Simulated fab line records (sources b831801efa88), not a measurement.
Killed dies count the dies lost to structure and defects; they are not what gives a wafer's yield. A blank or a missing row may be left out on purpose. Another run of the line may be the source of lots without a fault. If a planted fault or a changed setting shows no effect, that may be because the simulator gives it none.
Which of the tools did it? ; flow sky130 ; 24 lots with 72 wafers sampled at 2 steps, on a route of 708 steps

== WHAT THE GAUGES SHOWED, per wafer ==
SKY_SONOS_ONO_THK_MEAS_03.
lot;measured;on;SONOS_ONO_CVD_02_THK (nm)
L074;day 11 16:46;film-metro-03;10.54 10.50 10.41
L075;day 11 21:33;film-metro-03;10.46 10.42 10.49
L076;day 12 02:34;film-metro-03;10.49 10.43 10.53
L077;day 12 08:50;film-metro-01;10.52 10.45 10.59
L078;day 12 20:32;film-metro-02;10.35 10.60 10.62
L079;day 13 05:21;film-metro-03;10.45 10.44 10.48
L080;day 13 10:11;film-metro-03;10.40 10.50 10.53
L081;day 13 20:30;film-metro-02;10.42 10.39 10.63
L082;day 14 05:01;film-metro-01;10.73 10.69 10.71
L083;day 14 09:48;film-metro-01;10.69 10.59 10.73
L084;day 14 17:33;film-metro-02;10.70 10.70 10.67
L085;day 15 01:37;film-metro-01;10.36 10.42 10.50
L086;day 15 11:33;film-metro-02;10.81 10.80 10.71
L087;day 15 16:58;film-metro-03;10.64 10.58 10.68
L088;day 16 03:19;film-metro-03;10.82 10.76 10.79
L089;day 16 14:32;film-metro-03;10.78 10.66 10.73
L090;day 17 01:12;film-metro-02;10.72 10.74 10.65
L091;day 17 06:36;film-metro-01;10.32 10.54 10.34
L092;day 17 13:46;film-metro-02;10.61 10.54 10.42
L093;day 18 04:31;film-metro-02;10.63 10.61 10.69
L094;day 18 08:47;film-metro-01;10.64 10.48 10.35
L095;day 18 16:25;film-metro-01;10.47 10.58 10.49
L096;day 19 03:11;film-metro-03;10.50 10.40 10.58
L097;day 19 09:55;film-metro-01;10.31 10.28 10.27

SKY_POLY_GATE_CD_MEAS_13 targets a cd of 150 nm.
lot;measured;on;cd-nm (nm)
L074;day 16 10:43;cd-sem-01;151.1 150.7 150.8
L075;day 16 17:09;cd-sem-01;147.6 148.4 148.0
L076;day 16 22:46;cd-sem-01;152.1 150.2 151.4
L077;day 17 06:14;cd-sem-01;150.9 149.9 151.1
L078;day 17 20:25;cd-sem-02;151.0 151.3 150.8
L079;day 18 03:12;cd-sem-02;150.0 149.3 150.7
L080;day 18 09:02;cd-sem-01;152.3 151.5 152.3
L081;day 18 23:50;cd-sem-02;149.6 151.1 149.5
L082;day 19 09:23;cd-sem-01;150.6 151.5 152.3
L083;day 19 16:49;cd-sem-01;149.6 150.0 150.8
L084;day 20 03:58;cd-sem-02;151.0 150.2 149.6
L085;day 20 12:29;cd-sem-02;150.0 150.1 150.3
L086;day 20 18:46;cd-sem-02;150.7 149.4 149.6
L087;day 21 02:53;cd-sem-01;149.3 150.0 151.1
L088;day 21 13:37;cd-sem-02;151.6 150.6 149.6
L089;day 21 23:35;cd-sem-02;147.8 149.1 149.2
L090;day 22 12:57;cd-sem-01;150.6 149.2 149.2
L091;day 22 16:05;cd-sem-02;149.9 149.3 149.4
L092;day 23 00:32;cd-sem-01;148.6 149.6 148.2
L093;day 23 14:08;cd-sem-02;149.7 149.2 148.5
L094;day 23 18:26;cd-sem-01;149.1 150.1 150.1
L095;day 24 06:04;cd-sem-02;150.1 149.9 150.9
L096;day 24 14:49;cd-sem-02;149.9 150.0 149.6
L097;day 24 21:06;cd-sem-02;151.8 153.0 151.0

== WHICH TOOL RAN EACH LOT (tool, then ch and the chambers of the sampled wafers, then the start) ==
The record holds no process step before these readings.

== WHAT THE TOOLS THEMSELVES READ (means of the sampled wafers that have a number; where no wafer has one, the mark that the record gives instead) ==
The record holds no such reading with a usual standard deviation.

== THE ANSWER, worked out from the rows above alone ==
Rule: usual is defined by the lots themselves. Put in order of their means at a reading, lots are off if they are a third of the lots or fewer, leave a main group of 4 or more, and stand apart from it by a gap of 3 or more times the standard deviation of the main group's means; of several such gaps the widest counts. A main group whose means are all the same, to the digits that the tables above print for the reading, isn't used. Also off: a lot with no number at a reading for which 4 or more lots have one. All remaining lots with rows at the step are treated as sound. Order of review: gauges by route order, followed by the tools' own readings, for which a lot's mean as printed above is used. The first step at which some lot is off is used, and at that step the reading that is off furthest; a lot without a number counts as furthest.
No lot is off at any reading shown: from this, nothing can be told.

== WHAT HAD BEEN PUT IN BY THE SIMULATOR ==
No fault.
